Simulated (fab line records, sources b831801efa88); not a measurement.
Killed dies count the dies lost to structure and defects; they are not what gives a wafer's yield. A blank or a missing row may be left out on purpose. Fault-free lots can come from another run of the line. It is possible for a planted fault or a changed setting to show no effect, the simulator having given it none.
8D (eight disciplines) problem report, filled in by code :: flow sky130 :: the parts of the form that need people (team, actions taken, sign-off) are left out

1. THE PROBLEM
METAL2_ALCU_RS at SKY_METAL2_RS_MEAS_05 reads a mean of 0.3492 ohm/sq on 1 wafer of 1 lot; wafers without a fault read 0.1258 ohm/sq with a standard deviation of 0.0014. So: +99 or more standard deviations from the usual mean.
The step: measures by four-point-probe.
Seen first at day 37 16:57 on film metro-02, wafer L765.1. The record holds 29 wafers of 10 lots with a number at this step. By rule, "out" or "out of limits" means more than 4 standard deviations away from the usual mean. The rest of the wafers with a number are treated as sound.

2. WHAT IT IS, WHAT IT ISN'T
question: which readings at this step
is: METAL2_ALCU_RS
is not: -

question: which lots
is: L765
is not: L754, L755, L757, L769, L770, L774, L775, L776, L777

question: which wafers of those lots
is: L765.1
is not: L765.6

question: read on which gauges
is: film metro-02
is not: film metro-01, film metro-03

question: when
is: from day 37 16:57
is not: up to then (10 sound wafers); but 18 sound wafers of L769, L770, L774, L775, L776, L777 came after

3. WHAT RULES OUT EACH SUSPECT
Counting: any tool at a process step up to the reading remains a suspect provided it ran every lot that is out. Sound lots after the first of them don't rule it out here, since some wafers of a struck lot are sound.
- ruled out: the gauge at SKY_METAL2_RS_MEAS_05. All the wafers that are out were read on film metro-02, but those of them that SKY_METAL2_METAL_ETCH_19 has rows for are out there too, on other tools.
- pvd sputter-03 at SKY_METAL2_SPUTTER_02 (material AlCu, target thk 250 nm, time 13.3 s): kept. L765, the lot that is out, went through it at day 37 16:52; up to then, the latest sound lot through it was L755 at day 34 22:01.
Left after counting: pvd sputter-03 at SKY_METAL2_SPUTTER_02.

4. THE CAUSE (what the simulator had put in)
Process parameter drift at SKY_METAL2_SPUTTER_02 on pvd sputter-03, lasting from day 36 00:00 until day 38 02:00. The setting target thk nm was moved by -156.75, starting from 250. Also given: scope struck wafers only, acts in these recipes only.
Only this tool survived the counting.

5. THE CHAIN OF EFFECTS, in route order
Each row: a reading where the mean over the struck wafers with a number is more than 3 standard deviations away from the usual. Only readings for which the record gives a usual standard deviation are gone through. hours: the time from each lot's start at the first step in this table that gives one to its start at this step, as a median over the lots. sigmas: the change in usual standard deviations.
hours: 0
step: SKY_METAL2_RS_MEAS_05
reading: METAL2_ALCU_RS
usual: 0.1258 ohm/sq
on struck wafers: 0.3492
change: +0.2234
sigmas: +99 or more

hours: 0
step: SKY_METAL2_THK_MEAS_06
reading: METAL2_ALCU_THK
usual: 251.9 nm
on struck wafers: 94.7
change: -157.2
sigmas: -54

hours: 25
step: SKY_METAL2_METAL_ETCH_19
reading: oes product au
usual: 0.857 a.u.
on struck wafers: 0.677
change: -0.180
sigmas: -32
It contains these process steps:
- SKY_METAL2_METAL_ETCH_19: etches the open film in Cl2/BCl3, stops on SiO2, target depth 360 nm, time 78 s.

6. WHAT WOULD HAVE CAUGHT IT SOONER
In this record the first reading out of limits at a measuring or inspecting step was taken at day 37 16:57, 41 hours after the fault began at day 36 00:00.
No tool reading at SKY_METAL2_SPUTTER_02 that has a usual standard deviation in the record was out on any struck wafer, so an alarm limit of 4 standard deviations on those readings would not have fired.
The start of SKY_METAL2_SPUTTER_02 on pvd sputter-03 came by day 37 16:57 for every one of the lots that are out (1). Tool hold at that time: it would have spared none of them.
